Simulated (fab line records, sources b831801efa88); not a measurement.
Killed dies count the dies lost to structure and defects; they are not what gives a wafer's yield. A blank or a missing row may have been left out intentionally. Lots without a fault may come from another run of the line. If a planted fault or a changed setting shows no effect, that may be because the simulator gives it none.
Code-filled problem report in 8D (eight disciplines) form / flow sky130 / the parts of the form that need people (team, actions taken, sign-off) are left out

## 1. THE ISSUE
developer-temp-C at SKY_METAL4_DEVELOP_12 reads a mean of 20.20 C on 6 wafers of 2 lots; wafers without a fault read 21.01 C with a standard deviation of 0.095. That puts it -8.5 standard deviations away from the usual mean.
The step: develop time 60 s.
The first sign was on wafer L766.2 at day 44 22:00, on litho-track-03. The record holds 42 wafers of 14 lots with a number at this step. The rule behind "out" and "out of limits": a value lying over 4 standard deviations away from the usual mean. The rest of the wafers with a number are treated as sound.

## 2. WHAT IT IS, WHAT IT ISN'T
question=which readings at this step | is=developer-temp-C | is not=exhaust-pa
question=which lots | is=L766, L767 | is not=L754, L756, L760, L761, L763, L768, L769, L770, L771, L773, L775, L776
question=which wafers of those lots | is=all that have a number | is not=-
question=read on which tools | is=litho-track-03 | is not=litho-track-01, litho-track-02
question=when | is=from day 44 22:00 | is not=up to then (15 sound wafers); but 21 sound wafers of L768, L769, L770, L771, L773, L775, L776 came after

## 3. SUSPECTS, AND WHAT RULES EACH OUT
Counting: a tool at a process step up to the reading stays a suspect if it ran every lot that is out and no sound lot after the first of them.
- pvd-sputter-03 at SKY_METAL4_SPUTTER_02 (material AlCu, target thk 735 nm, time 39.1 s): ruled out as a lasting fault. Sound lots L773 ran on it after its first lot that is out, L766 (day 43 01:41).
- pvd-sputter-03 at SKY_METAL4_SPUTTER_03 (material Ti, target thk 5 nm, time 3.3 s): ruled out as a lasting fault. Sound lots L773 ran on it after its first lot that is out, L766 (day 43 01:44).
- litho-track-03 at SKY_METAL4_DEVELOP_12 (develop time 60 s): kept. Every lot that is out went through it, starting with L766 (day 44 22:00), and after that it ran no sound lot; the last sound lot it ran before then is L763 (day 44 03:00). Its own developer-temp-C readings are out on those wafers.
After counting, what remains is litho-track-03 at SKY_METAL4_DEVELOP_12.

## 4. THE CAUSE (what the simulator had put in)
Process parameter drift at SKY_METAL4_DEVELOP_12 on litho-track-03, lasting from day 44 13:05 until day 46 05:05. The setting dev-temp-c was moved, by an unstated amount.
After counting, this tool was the only one left.

## 5. SEQUENCE OF EFFECTS, ordered by route
Each row: a reading where the mean over the struck wafers with a number is more than 3 standard deviations away from the usual. Only readings whose record carries a usual standard deviation are examined. hours: median over the lots of the time between each lot's start at the first step of this table that gives one and its start at this step. sigmas: the change, counted in usual standard deviations.
hours=0; step=SKY_METAL4_DEVELOP_12; reading=developer-temp-C; usual=21.01 C; on struck wafers=20.20; change=-0.81; sigmas=-8.5
Process steps it contains:
- SKY_METAL4_DEVELOP_12: develop time 60 s.
At these later measuring or inspecting steps, every struck wafer for which the step has a row has a number for every such reading, and none has moved that far: SKY_METAL4_OVL_MEAS_14.

## 6. HOW IT WOULD HAVE BEEN CAUGHT EARLIER
In this record the first reading out of limits was taken at day 44 22:00, 9 hours after the fault began at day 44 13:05.
